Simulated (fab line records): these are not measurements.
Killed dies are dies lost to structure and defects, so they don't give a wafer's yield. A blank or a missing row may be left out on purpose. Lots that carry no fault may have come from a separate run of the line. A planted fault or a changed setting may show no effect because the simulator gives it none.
fab line records	flow sky130
[record] lots = 5	wafers = 15	last-day = 50
route steps=708 shown VIA2@525 METAL3@532 CAPM@537 PAD_OPEN@708
lots untouched by any fault: they come from a run of this same line in which no faults occurred
start-h: the number of hours between the record's first day and the start of the first shown wafer of the lot	wait-h: hours since the lot's step before	" the same as in the row above	L1.1+2: several wafers, shown together as one row	- no value present, or no start provided	* or withheld: withheld	< > ~ a bound
route shown NAME@n: names a module that has steps shown in the file, with the first one's number in the route	usual: mean/standard deviation taken from wafers without a fault	same: alike in all rows	chamber/n: place in a boat	sites: readings site by site	_std_site: the standard deviation of these	_edge_site: mean of outer sites minus mean of inner sites	radius-mm: how far each site lies from the wafer's centre	mask NAME#n: copy n	behind: tool/chamber where the wafer was last shaped	hold: what put the lot on hold/how long, in hours/how the hold closed	device: the n, p or np transistor that did not switch	end of line: the same wafers' tests at the end of the route	a step given without rows: its recipe and nothing more	killed: not the wafer's yield, but the dies lost to structure and defects at the first sort	map: a wafer's dies, marking killed ones x, the rest . and places with no die _
set.NAME: the setting the step ran with; set.NAME@STEP: the setting that earlier step ran with	model.NAME: the simulator's own value behind a step, which no gauge read
a table for each step, a row for each wafer; lots at some steps of the route
services: when a tool's chamber went out of use (start-h, in hours from the record's first day, below 0 if earlier), for how many hours, and the reason
[[steps]]
[step SKY_VIA2_CLEAN_18]
[recipe] chemistry = IPA	time-s = 180	temp-c = 25
[step SKY_VIA2_CLEAN_19]
[recipe] chemistry = O3/DIW	dry = n2-spin
[step SKY_VIA2_SPUTTER_20]
[recipe] material = TiN	target-thk-nm = 20	chamber-pressure-pa = 5	power-w = 4000	time-s = 80
[step SKY_VIA2_CVD_21]
[recipe] material = W	target-thk-nm = 420	time-s = 126.4	temp-c = 400	pressure-torr = 40
[step SKY_VIA2_RS_MEAS_22]
[recipe] thk-meas-gauge = four-point-probe	reads = W_of_VIA2_CVD_21+TiN_of_VIA2_SPUTTER_20
[usual] VIA2_W_RS = 0.275/0.0031
lot.wafer	tool	chamber	start-h	wait-h	VIA2_W_RS[ohm/sq]
L952.1	film-metro-04	-	900.87	0.1	0.271
L952.3	"	-	"	"	0.267
L952.4	"	-	"	"	0.275
L951.1	film-metro-03	-	902.50	0.1	0.276
L951.2	"	-	"	"	0.272
L951.6	"	-	"	"	0.275
L954.1	film-metro-04	-	908.69	0.1	0.279
L954.3	"	-	"	"	0.279
L954.4	"	-	"	"	0.275
L962.1	film-metro-03	-	961.31	0.1	0.274
L962.3	"	-	"	"	0.274
L962.6	"	-	"	"	0.278
L969.3	film-metro-03	-	1005.53	0.1	0.279
L969.4	"	-	"	"	0.272
L969.6	"	-	"	"	0.276
[step SKY_VIA2_THK_MEAS_23]
[recipe] thk-meas-gauge = xrf	reads = W_of_VIA2_CVD_21
[usual] VIA2_W_THK = 413/5.6
lot.wafer	tool	chamber	start-h	wait-h	VIA2_W_THK[nm]
L952.1	film-metro-04	-	900.99	0.1	421
L952.3	"	-	"	"	424
L952.4	"	-	"	"	413
L951.1	film-metro-03	-	902.62	0.1	412
L951.2	"	-	"	"	415
L951.6	"	-	"	"	411
L954.1	film-metro-04	-	908.81	0.1	405
L954.3	"	-	"	"	407
L954.4	"	-	"	"	413
L962.1	film-metro-03	-	961.43	0.1	414
L962.3	"	-	"	"	413
L962.6	"	-	"	"	409
L969.3	film-metro-03	-	1005.63	0.1	407
L969.4	"	-	"	"	410
L969.6	"	-	"	"	410
[step SKY_VIA2_CMP_24]
[recipe] stop-on = SiO2	t-overpolish-s = 20	down-force-psi = 3.5	platen-rpm = 60	target-thk-nm = 0	pad-velocity-m-s = 0.94248
[step SKY_METAL3_SPUTTER_00]
[recipe] material = Ti	target-thk-nm = 15	power-w = 3000	time-s = 10	chamber-pressure-pa = 0.4
[usual] throttle-valve-pct = 30.1/1
lot.wafer	tool	chamber	start-h	wait-h	throttle-valve-pct
L952.1	pvd-sputter-01	-	901.35	0.1	31.1
L952.3	"	-	"	"	31.9
L952.4	"	-	"	"	31.9
L951.1	pvd-sputter-03	-	902.98	0.1	30.9
L951.2	"	-	"	"	30.1
L951.6	"	-	"	"	30.7
L954.1	pvd-sputter-03	-	909.19	0.2	30.7
L954.3	"	-	"	"	30.2
L954.4	"	-	"	"	29.2
L962.1	pvd-sputter-01	-	961.79	0.1	28.9
L962.3	"	-	"	"	30.4
L962.6	"	-	"	"	29.2
L969.3	pvd-sputter-03	-	1005.97	0.1	31.0
L969.4	"	-	"	"	29.4
L969.6	"	-	"	"	29.3
[step SKY_METAL3_SPUTTER_01]
[recipe] material = TiN	target-thk-nm = 20	power-w = 6500	time-s = 16.7	chamber-pressure-pa = 0.4
[usual] throttle-valve-pct = 30.1/1
lot.wafer	tool	chamber	start-h	wait-h	throttle-valve-pct
L952.1	pvd-sputter-01	-	901.38	0.0	30.8
L952.3	"	-	"	"	31.8
L952.4	"	-	"	"	31.8
L951.1	pvd-sputter-03	-	903.00	0.0	30.9
L951.2	"	-	"	"	30.0
L951.6	"	-	"	"	30.8
L954.1	pvd-sputter-03	-	909.22	0.0	30.8
L954.3	"	-	"	"	30.1
L954.4	"	-	"	"	29.2
L962.1	pvd-sputter-01	-	961.81	0.0	29.5
L962.3	"	-	"	"	30.4
L962.6	"	-	"	"	29.3
L969.3	pvd-sputter-03	-	1005.99	0.0	30.8
L969.4	"	-	"	"	29.3
L969.6	"	-	"	"	29.6
[step SKY_METAL3_SPUTTER_02]
[recipe] material = AlCu	target-thk-nm = 735	power-w = 10600	time-s = 39.1	chamber-pressure-pa = 0.4
[usual] throttle-valve-pct = 30.1/1.1
lot.wafer	tool	chamber	start-h	wait-h	throttle-valve-pct
L952.1	pvd-sputter-01	-	901.40	0.0	30.8
L952.3	"	-	"	"	32.0
L952.4	"	-	"	"	31.9
L951.1	pvd-sputter-03	-	903.03	0.0	30.9
L951.2	"	-	"	"	29.9
L951.6	"	-	"	"	30.8
L954.1	pvd-sputter-03	-	909.24	0.0	30.8
L954.3	"	-	"	"	29.8
L954.4	"	-	"	"	29.3
L962.1	pvd-sputter-01	-	961.84	0.0	29.2
L962.3	"	-	"	"	30.8
L962.6	"	-	"	"	29.4
L969.3	pvd-sputter-03	-	1006.02	0.0	30.7
L969.4	"	-	"	"	29.2
L969.6	"	-	"	"	29.6
[step SKY_METAL3_SPUTTER_03]
[recipe] material = Ti	target-thk-nm = 5	power-w = 3058	time-s = 3.3	chamber-pressure-pa = 0.4
[usual] throttle-valve-pct = 30.2/1
lot.wafer	tool	chamber	start-h	wait-h	throttle-valve-pct
L952.1	pvd-sputter-01	-	901.44	0.0	30.8
L952.3	"	-	"	"	31.6
L952.4	"	-	"	"	31.8
L951.1	pvd-sputter-03	-	903.07	0.0	30.9
L951.2	"	-	"	"	30.4
L951.6	"	-	"	"	30.9
L954.1	pvd-sputter-03	-	909.28	0.0	30.8
L954.3	"	-	"	"	30.4
L954.4	"	-	"	"	29.5
L962.1	pvd-sputter-01	-	961.88	0.0	29.0
L962.3	"	-	"	"	30.4
L962.6	"	-	"	"	29.3
L969.3	pvd-sputter-03	-	1006.06	0.0	30.7
L969.4	"	-	"	"	29.5
L969.6	"	-	"	"	29.2
[step SKY_METAL3_SPUTTER_04]
[recipe] material = TiN	target-thk-nm = 70	power-w = 6500	time-s = 58.3	chamber-pressure-pa = 0.4
[step SKY_CAPM_CVD_00]
[recipe] material = SiO2	target-thk-nm = 15.5	temp-c = 400	time-s = withheld	rf-w = 450
[usual] heater-power-w = 738/81
lot.wafer	tool	chamber	start-h	wait-h	heater-power-w	model.SiO2_of_CAPM_CVD_00.thk-nm
L952.1	pecvd-03	0	901.51	0.0	740	15.3
L952.3	"	2	"	"	875	15.61
L952.4	"	1	"	"	615	15.72
L951.1	pecvd-02	2	903.13	0.0	708	16.14
L951.2	"	1	"	"	755	15.45
L951.6	"	0	"	"	634	15.95
L954.1	pecvd-01	0	909.35	0.0	704	15.32
L954.3	"	2	"	"	860	15.57
L954.4	"	0	"	"	680	15.57
L962.1	pecvd-01	2	961.94	0.0	810	15.5
L962.3	"	0	"	"	759	15.3
L962.6	"	1	"	"	642	20.28
L969.3	pecvd-02	1	1006.14	0.0	717	15.5
L969.4	"	0	"	"	695	15.76
L969.6	"	0	"	"	697	15.82
[step SKY_CAPM_THK_MEAS_01]
[recipe] reads = SiO2_of_CAPM_CVD_00
[usual] CAPM_CVD_00_THK = 15.59/0.23
lot.wafer	tool	chamber	start-h	wait-h	CAPM_CVD_00_THK[nm]
L952.1	film-metro-02	-	901.53	-	15.25
L952.3	"	-	"	"	15.60
L952.4	"	-	"	"	15.73
L951.1	film-metro-01	-	903.15	-	16.13
L951.2	"	-	"	"	15.48
L951.6	"	-	"	"	15.93
L954.1	film-metro-04	-	909.37	-	15.35
L954.3	"	-	"	"	15.54
L954.4	"	-	"	"	15.60
L962.1	film-metro-02	-	961.97	-	15.46
L962.3	"	-	"	"	15.28
L962.6	"	-	"	"	20.32
L969.3	film-metro-01	-	1006.18	-	15.50
L969.4	"	-	"	"	15.80
L969.6	"	-	"	"	15.81
[step SKY_CAPM_SPUTTER_02]
[recipe] material = TiN	target-thk-nm = 200	temp-c = 300	power-w = 6500	time-s = 166.7	chamber-pressure-pa = 0.4
[step SKY_CAPM_RS_MEAS_03]
[recipe] thk-meas-gauge = four-point-probe	reads = TiN_of_CAPM_SPUTTER_02
[usual] CAPM_TIN_RS = 6.92/0.096
lot.wafer	tool	chamber	start-h	wait-h	CAPM_TIN_RS[ohm/sq]
L952.1	film-metro-02	-	901.70	0.1	6.84
L952.3	"	-	"	"	6.93
L952.4	"	-	"	"	6.86
L951.1	film-metro-04	-	903.32	0.1	7.06
L951.2	"	-	"	"	7.02
L951.6	"	-	"	"	7.01
L954.1	film-metro-02	-	909.54	0.1	6.87
L954.3	"	-	"	"	6.82
L954.4	"	-	"	"	6.76
L962.1	film-metro-02	-	962.14	0.1	6.84
L962.3	"	-	"	"	6.87
L962.6	"	-	"	"	6.86
L969.3	film-metro-01	-	1006.37	0.1	6.84
L969.4	"	-	"	"	6.94
L969.6	"	-	"	"	6.96
[step SKY_CAPM_THK_MEAS_04]
[recipe] thk-meas-gauge = xrf	reads = TiN_of_CAPM_SPUTTER_02
[usual] CAPM_TIN_THK = 198.9/2.7
lot.wafer	tool	chamber	start-h	wait-h	CAPM_TIN_THK[nm]
L952.1	film-metro-02	-	901.82	0.1	201.5
L952.3	"	-	"	"	197.9
L952.4	"	-	"	"	199.6
L951.1	film-metro-04	-	903.44	0.1	195.7
L951.2	"	-	"	"	196.6
L951.6	"	-	"	"	197.5
L954.1	film-metro-02	-	909.66	0.1	199.5
L954.3	"	-	"	"	201.5
L954.4	"	-	"	"	202.9
L962.1	film-metro-02	-	962.26	0.1	200.8
L962.3	"	-	"	"	200.5
L962.6	"	-	"	"	201.6
L969.3	film-metro-01	-	1006.47	0.1	200.4
L969.4	"	-	"	"	198.6
L969.6	"	-	"	"	197.3
[step SKY_CAPM_DEHYDRATE_05]
[recipe] temp-c = 200	time-s = 60
[step SKY_CAPM_HMDS_06]
[recipe] prime-time-s = 60	prime-temp-c = 120
[step SKY_CAPM_COAT_07]
[recipe] resist = NOVOLAK	spin-rpm = 3000	resist-thk-nm = 1140
[step SKY_CAPM_SOFTBAKE_08]
[recipe] temp-c = 90	time-s = 60	resist = NOVOLAK
[step SKY_CAPM_EXPOSE_09]
[recipe] mask-id = CAPM	na = 0.6	source-shape = conventional	sigma-outer = 0.6	polarization = unpolarized	target-cd-nm = 1000	dose-mj = 159
[step SKY_CAPM_PEB_10]
[recipe] temp-c = withheld	time-s = *	resist = NOVOLAK
[step SKY_CAPM_DEVELOP_11]
[recipe] resist = NOVOLAK	developer = TMAH	develop-time-s = 60	dev-temp-c = 23
[step SKY_CAPM_OVL_MEAS_12]
[usual] CAPM_OVL = -0.6/1.2
lot.wafer	tool	chamber	start-h	wait-h	CAPM_OVL[nm]
L952.1	overlay-01	-	925.80	0.1	-1.6
L952.3	"	-	"	"	-0.8
L952.4	"	-	"	"	-2.8
L951.1	overlay-01	-	927.25	0.1	-1.9
L951.2	"	-	"	"	-1.2
L951.6	"	-	"	"	-0.2
L954.1	overlay-01	-	933.39	0.1	0.7
L954.3	"	-	"	"	1.7
L954.4	"	-	"	"	-0.2
L962.1	overlay-02	-	985.70	0.1	-0.8
L962.3	"	-	"	"	-0.5
L962.6	"	-	"	"	-2.7
L969.3	overlay-01	-	1028.95	0.1	2.2
L969.4	"	-	"	"	2.8
L969.6	"	-	"	"	1.2
[step SKY_CAPM_METAL_ETCH_13]
[recipe] target-depth-nm = 220	stop-on = SiO2	chemistry = Cl2/BCl3	target = TiN	pressure-mtorr = 10	icp-w = 900	bias-w = 48.5	Cl2_flow_sccm = 60	bcl3-flow-sccm = 30	time-s = 62.9
[step SKY_CAPM_STRIP_14]
[recipe] chemistry = O2/N2	power-w = 1400	pressure-mtorr = 1500	platen-temp-c = withheld	o2-flow-sccm = 3000	n2-flow-sccm = 300	overash-fraction = 0.5
[step SKY_CAPM_STRIP_15]
[recipe] chemistry = post-etch-residue-remover	time-s = 1200	temp-c = 72.5
[step SKY_CAPM_CLEAN_16]
[recipe] chemistry = IPA	time-s = 180	temp-c = 25
[step SKY_CAPM_CLEAN_17]
[recipe] chemistry = O3/DIW	dry = n2-spin
[step SKY_METAL3_DEHYDRATE_05]
[recipe] temp-c = 200	time-s = 60
[step SKY_METAL3_HMDS_06]
[recipe] prime-time-s = 60	prime-temp-c = 120
[step SKY_METAL3_COAT_07]
[recipe] resist = BARC	temp-c = withheld	time-s = withheld	spin-rpm = 3000	resist-thk-nm = 60
[step SKY_METAL3_COAT_08]
[recipe] resist = KrF-thick	spin-rpm = 3000	resist-thk-nm = 1140
[step SKY_METAL3_SOFTBAKE_09]
[recipe] temp-c = 100	time-s = 90	resist = KrF-thick
[step SKY_METAL3_EXPOSE_10]
[recipe] mask-id = MM3	na = 0.68	source-shape = annular	sigma-inner = 0.4	sigma-outer = 0.8	target-cd-nm = 300	dose-mj = 27.8
[step SKY_METAL3_PEB_11]
[recipe] peb-temp-c = withheld	peb-time-s = withheld	resist = KrF-thick
[step SKY_METAL3_DEVELOP_12]
[recipe] develop-time-s = 60	resist = KrF-thick	dev-temp-c = 21
[step SKY_METAL3_CD_MEAS_13]
[recipe] target-cd-nm = 300
[usual] cd-nm = 299.6/1.3
lot.wafer	tool	chamber	start-h	wait-h	cd-nm
L952.1	cd-sem-02	-	951.22	-	299.1
L952.3	"	-	"	"	298.0
L952.4	"	-	"	"	297.8
L951.1	cd-sem-01	-	953.09	-	300.7
L951.2	"	-	"	"	298.6
L951.6	"	-	"	"	300.0
L954.1	cd-sem-01	-	958.90	-	297.3
L954.3	"	-	"	"	298.3
L954.4	"	-	"	"	298.4
L962.1	cd-sem-01	-	1009.70	-	299.3
L962.3	"	-	"	"	298.3
L962.6	"	-	"	"	298.3
L969.3	cd-sem-02	-	1052.84	-	300.0
L969.4	"	-	"	"	301.0
L969.6	"	-	"	"	301.8
[step SKY_METAL3_OVL_MEAS_14]
[usual] METAL3_OVL = -2/5.7
lot.wafer	tool	chamber	start-h	wait-h	METAL3_OVL[nm]
L952.1	overlay-02	-	951.34	0.1	-3
L952.3	"	-	"	"	-6
L952.4	"	-	"	"	-4
L951.1	overlay-02	-	953.21	0.1	-9
L951.2	"	-	"	"	-4
L951.6	"	-	"	"	-4
L954.1	overlay-02	-	959.02	0.1	-5
L954.3	"	-	"	"	-8
L954.4	"	-	"	"	1
L962.1	overlay-02	-	1009.82	0.1	2
L962.3	"	-	"	"	0
L962.6	"	-	"	"	8
L969.3	overlay-01	-	1052.93	0.1	0
L969.4	"	-	"	"	-1
L969.6	"	-	"	"	3
[step SKY_METAL3_DESCUM_15]
[recipe] chemistry = O2	source-power-w = 150	bias-power-w = 0	pressure-mtorr = 10	temp-c = 40	time-s = 8
[step SKY_METAL3_ETCH_16]
[recipe] chemistry = N2/H2	target = BARC	ion-energy-ev = 200	bias-w = 100	pressure-mtorr = 30	n2-flow-sccm = 100	h2-flow-sccm = 200	icp-w = 500	stop-on = SiO2	time-s = 88.2	target-depth-a = 600
[usual] drypump-motor-current-A = 5.40/0.28	oes-product-au = 0.625/0.0046	throttle-valve-pct = 13.205/0.0095
lot.wafer	tool	chamber	start-h	wait-h	drypump-motor-current-A	oes-product-au	rf-hours-counter-h	throttle-valve-pct
L952.1	rie-metal-04	1	951.41	0.0	5.07	0.622	6	13.207
L952.3	"	0	"	"	5.66	0.629	-	13.212
L952.4	"	1	"	"	5.07	0.616	-	13.207
L951.1	rie-metal-04	1	953.28	0.0	5.07	0.621	6	13.207
L951.2	"	0	"	"	5.60	0.618	9	13.192
L951.6	"	0	"	"	5.64	0.627	-	13.224
L954.1	rie-metal-04	1	959.08	0.0	5.06	0.628	7	13.211
L954.3	"	1	"	"	5.06	0.625	-	13.196
L954.4	"	0	"	"	5.63	0.629	-	13.203
L962.1	rie-metal-04	0	1009.88	0.0	5.65	0.631	11	13.208
L962.3	"	1	"	"	5.05	0.618	-	13.197
L962.6	"	0	"	"	5.64	0.628	-	13.189
L969.3	rie-metal-03	0	1053.02	0.0	5.47	0.629	-	13.206
L969.4	"	1	"	"	5.34	0.625	-	13.200
L969.6	"	1	"	"	5.38	0.622	-	13.220
[step SKY_METAL3_ETCH_17]
[recipe] target = SiO2	stop-on = TiN	chemistry = C4F8/O2/Ar	source-w = 1500	bias-w = 1200	pressure-mtorr = 40	c4f8-flow-sccm = withheld	O2_flow_sccm = 6	Ar_flow_sccm = 300	time-s = 3.9	target-depth-a = 150
[usual] oes-product-au = 0.756/0.0069
lot.wafer	tool	chamber	start-h	wait-h	oes-product-au	rf-hours-counter-h	model.etch.depth-nm
L952.1	rie-diel-03	1	951.51	0.1	0.759	9	15.3
L952.3	"	0	"	"	0.752	7	15.61
L952.4	"	0	"	"	0.765	-	15.72
L951.1	rie-diel-01	2	953.37	0.1	0.773	5	16.14
L951.2	"	0	"	"	0.745	27	15.45
L951.6	"	2	"	"	0.764	-	15.95
L954.1	rie-diel-03	0	959.18	0.1	0.756	7	15.32
L954.3	"	2	"	"	0.756	12	15.57
L954.4	"	3	"	"	0.754	6	15.57
L962.1	rie-diel-01	2	1009.98	0.1	0.748	8	15.5
L962.3	"	1	"	"	0.748	22	15.3
L962.6	"	2	"	"	0.879	-	20.28
L969.3	rie-diel-03	2	1053.08	0.0	0.755	15	15.5
L969.4	"	1	"	"	0.770	12	15.76
L969.6	"	2	"	"	0.766	-	15.82
[step SKY_PAD_OPEN_PROBE_99]
[usual] defect-limited-yield = 82.7/2	killed_at_M0_to_M3 = 43/7.4	killed_at_M4_up = 3.5/2.1	killed-at-contacts = 24/5.4	killed-at-front-end = 15/4.7	killed-at-other = 0.2/0.44	killed-dies = 85/10	killed-open = 47/7.1	killed-short = 38/7
[same] gross-dies = 492	killed-at-back-side = 0
lot.wafer	tool	chamber	start-h	wait-h	defect-limited-yield[%]	killed_at_M0_to_M3	killed_at_M4_up	killed-at-contacts	killed-at-front-end	killed-at-other	killed-dies	killed-open	killed-short	model.etest.tester.sort-n-pass	model.etest.tester.sort-yield-pct	model.etest.tester.sort_bin_5_pct	model.etest.cap-mim.bv-v	model.etest.cap-mim.leak-log10-a-cm2	model.etest.cap-mim.c-ff-um2	model.etest.tester.sort_bin_8_pct
L952.1	prober-01	-	1118.60	0.1	84.3	35	4	20	18	0	77	41	36	415	84.35	8.74	13.95	-9.027	2.374	0
L952.3	prober-01	-	1118.70	0.2	79.7	55	7	19	19	0	100	49	51	392	79.67	12.2	14.23	-8.934	2.318	0
L952.4	prober-01	-	1118.75	0.2	84.8	32	2	26	15	0	75	45	30	417	84.76	8.74	14.24	-8.871	2.315	0
L951.1	prober-02	-	1121.71	0.1	85.0	30	4	24	15	1	74	45	29	418	84.96	9.553	14.64	-9.033	2.251	0
L951.2	prober-02	-	1121.76	0.1	81.9	46	2	26	15	0	89	49	40	403	81.91	9.959	13.31	-8.848	2.35	0
L951.6	prober-02	-	1121.96	0.2	84.1	41	5	16	16	0	78	35	43	414	84.15	10.57	13.64	-9.01	2.275	0
L954.1	prober-01	-	1124.75	0.1	84.8	38	2	18	17	0	75	45	30	417	84.76	9.959	14.14	-8.91	2.361	0
L954.3	prober-01	-	1124.85	0.2	81.1	44	8	27	13	1	93	44	49	399	81.1	10.16	13.86	-9.089	2.328	0
L954.4	prober-01	-	1124.90	0.2	80.3	45	6	29	16	1	97	49	48	395	80.28	11.59	14.1	-9.05	2.333	0
L962.1	prober-02	-	1164.34	0.1	82.5	42	2	23	19	0	86	36	50	406	82.52	10.57	13.84	-9.103	2.34	0
L962.3	prober-02	-	1164.44	0.2	83.3	41	2	27	12	0	82	45	37	410	83.33	10.37	13.69	-8.951	2.385	0
L962.6	prober-02	-	1164.59	0.2	85.4	45	2	14	10	1	72	41	31	311	63.21	32.52	18.42	-9.717	1.789	7.185e-06
L969.3	prober-01	-	1194.87	0.2	78.5	45	0	42	19	0	106	61	45	386	78.46	12.6	14.04	-8.921	2.36	0
L969.4	prober-01	-	1194.92	0.2	81.9	40	3	27	19	0	89	57	32	403	81.91	10.57	13.83	-9.108	2.296	0
L969.6	prober-01	-	1195.02	0.2	82.7	43	4	24	14	0	85	42	43	407	82.72	10.77	14.55	-8.837	2.302	0
// killed by level:class
L952.1 VIA1:geometric-particle:open=7 VIA2:geometric-particle:open=7 POLY_GATE:geometric-particle:short=6 FIELD_ISO:geometric-particle:open=5 LOCAL_INTERCONNECT:geometric-particle:short=5 CONTACT:geometric-particle:short=5 POLY_GATE:geometric-particle:open=4 LI_CONTACT:geometric-particle:open=4
L952.3 VIA1:geometric-particle:open=13 METAL1:geometric-particle:short=9 CONTACT:geometric-particle:open=7 METAL2:geometric-particle:short=7 VIA2:geometric-particle:open=7 POLY_GATE:geometric-particle:open=6 METAL4:geometric-particle:short=6 CONTACT:geometric-particle:short=5
L952.4 CONTACT:geometric-particle:open=13 VIA2:geometric-particle:open=7 POLY_GATE:geometric-particle:open=6 CONTACT:geometric-particle:short=6 VIA1:geometric-particle:open=5 POLY_GATE:geometric-particle:short=4 LI_CONTACT:geometric-particle:open=4 FIELD_ISO:geometric-particle:short=3
L951.1 VIA1:geometric-particle:open=8 CONTACT:geometric-particle:open=7 LI_CONTACT:geometric-particle:open=7 CONTACT:geometric-particle:short=7 VIA2:geometric-particle:open=7 VIA3:geometric-particle:short=6 POLY_GATE:geometric-particle:open=4 FIELD_ISO:geometric-particle:open=3
L951.2 VIA3:geometric-particle:open=13 CONTACT:geometric-particle:open=8 POLY_GATE:geometric-particle:short=7 LI_CONTACT:geometric-particle:open=7 LOCAL_INTERCONNECT:geometric-particle:short=6 VIA1:geometric-particle:open=6 METAL3:geometric-particle:short=5 VIA2:geometric-particle:open=5
L951.6 METAL2:geometric-particle:short=7 CONTACT:geometric-particle:open=6 LOCAL_INTERCONNECT:geometric-particle:short=5 METAL1:geometric-particle:short=5 VIA1:geometric-particle:short=5 VIA1:geometric-particle:open=5 FIELD_ISO:geometric-particle:open=4 FIELD_ISO:geometric-particle:short=4
L954.1 VIA1:geometric-particle:open=9 VIA1:geometric-particle:short=7 POLY_GATE:geometric-particle:open=6 CONTACT:geometric-particle:open=6 VIA3:geometric-particle:open=4 LI_CONTACT:geometric-particle:open=4 CONTACT:geometric-particle:short=4 VIA2:geometric-particle:open=4
L954.3 VIA1:geometric-particle:open=11 CONTACT:geometric-particle:open=7 LOCAL_INTERCONNECT:geometric-particle:short=7 CONTACT:geometric-particle:short=6 VIA3:geometric-particle:open=6 METAL4:geometric-particle:short=6 LI_CONTACT:geometric-particle:open=5 METAL1:geometric-particle:short=5
L954.4 CONTACT:geometric-particle:open=9 LI_CONTACT:geometric-particle:open=8 VIA1:geometric-particle:open=8 METAL4:geometric-particle:short=6 VIA3:geometric-particle:open=6 POLY_GATE:geometric-particle:open=5 LOCAL_INTERCONNECT:geometric-particle:short=5 CONTACT:geometric-particle:short=5
L962.1 FIELD_ISO:geometric-particle:short=9 LI_CONTACT:geometric-particle:open=7 VIA1:geometric-particle:short=7 VIA3:geometric-particle:short=6 CONTACT:geometric-particle:open=6 VIA1:geometric-particle:open=6 METAL2:geometric-particle:short=6 VIA3:geometric-particle:open=6
L962.3 CONTACT:geometric-particle:open=14 VIA3:geometric-particle:open=8 VIA1:geometric-particle:open=8 METAL1:geometric-particle:short=6 CONTACT:geometric-particle:short=5 VIA2:geometric-particle:open=5 LI_CONTACT:geometric-particle:open=4 LOCAL_INTERCONNECT:geometric-particle:short=4
L962.6 VIA3:geometric-particle:open=12 VIA1:geometric-particle:open=9 CONTACT:geometric-particle:open=6 METAL1:geometric-particle:short=6 LOCAL_INTERCONNECT:geometric-particle:short=5 METAL3:geometric-particle:short=4 VIA2:geometric-particle:short=3 VIA2:geometric-particle:open=3
L969.3 VIA1:geometric-particle:open=12 CONTACT:geometric-particle:open=11 LOCAL_INTERCONNECT:geometric-particle:short=10 VIA2:geometric-particle:open=10 LI_CONTACT:geometric-particle:open=8 LI_CONTACT:geometric-particle:short=8 FIELD_ISO:geometric-particle:short=7 POLY_GATE:geometric-particle:short=6
L969.4 VIA1:geometric-particle:open=13 CONTACT:geometric-particle:open=10 LI_CONTACT:geometric-particle:open=9 VIA3:geometric-particle:open=7 VIA2:geometric-particle:open=6 FIELD_ISO:geometric-particle:short=5 METAL2:geometric-particle:short=5 POLY_GATE:geometric-particle:open=4
L969.6 VIA1:geometric-particle:open=10 CONTACT:geometric-particle:open=8 VIA3:geometric-particle:open=7 LI_CONTACT:geometric-particle:open=6 METAL2:geometric-particle:short=6 CONTACT:geometric-particle:short=5 VIA3:geometric-particle:short=5 FIELD_ISO:geometric-particle:short=4
[[services]]
tool	chamber	start-h	hours	kind
pvd-sputter-03	-	889.20	6.1	repair
pvd-sputter-01	0	894.14	-	consumable-replace:kit
pvd-sputter-01	0	894.14	18.0	scheduled-down
pvd-sputter-01	0	894.14	18.0	vent-cycle
pvd-sputter-03	1	922.16	-	consumable-replace:kit
pvd-sputter-03	1	922.16	18.0	scheduled-down
pvd-sputter-03	1	922.16	18.0	vent-cycle
rie-diel-01	-	922.33	4.1	repair
pecvd-02	0	923.82	5.5	scheduled-down
rie-diel-03	3	925.50	31.2	repair
rie-diel-01	2	939.47	2.4	repair
rie-diel-01	3	949.26	9.5	repair
pvd-sputter-03	-	950.59	4.6	repair
pecvd-02	1	957.64	5.5	scheduled-down
pecvd-02	2	966.45	6.3	repair
pecvd-02	1	972.35	2.1	scheduled-down
pecvd-01	-	982.94	2.8	pm
rie-diel-01	0	986.83	-	clean
pecvd-03	0	989.84	4.4	repair
pecvd-02	2	1003.80	13.5	repair
pecvd-03	-	1006.42	2.8	pm
rie-diel-03	0	1013.79	3.9	repair
rie-diel-03	3	1016.11	10.8	repair
pecvd-02	-	1040.91	6.0	pm
[[key]]
[first-sign] step = SKY_CAPM_THK_MEAS_01	reading = CAPM_CVD_00_THK	direction = up	sigmas = 21	usual = 15.59	struck = 20.32
[effect] step = SKY_METAL3_ETCH_17	reading = oes-product-au	direction = up	sigmas = 18	usual = 0.756	struck = 0.879
[model-effect] step = SKY_CAPM_CVD_00	value = SiO2_of_CAPM_CVD_00.thk-nm	without = 15.36	struck = 20.28
[model-effect] step = SKY_METAL3_ETCH_17	value = etch.depth-nm	without = 15.36	struck = 20.28
[model-effect] step = SKY_PAD_OPEN_PROBE_99	value = etest.tester.sort-n-pass	without = 420	struck = 311
met-at SKY_CAPM_CVD_00
struck-wafers L962.6
onset-between 909.35 961.94
[fault] kind = process-parameter-drift	tool = pecvd-01	chamber = -	onset-h = 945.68	steps = SKY_CAPM_CVD_00	channel = target-thk-nm	offset = 4.8798	shape = step	end-h = 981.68	scope = struck-wafers-only	acts-in = these-recipes-only	stated = 15.5
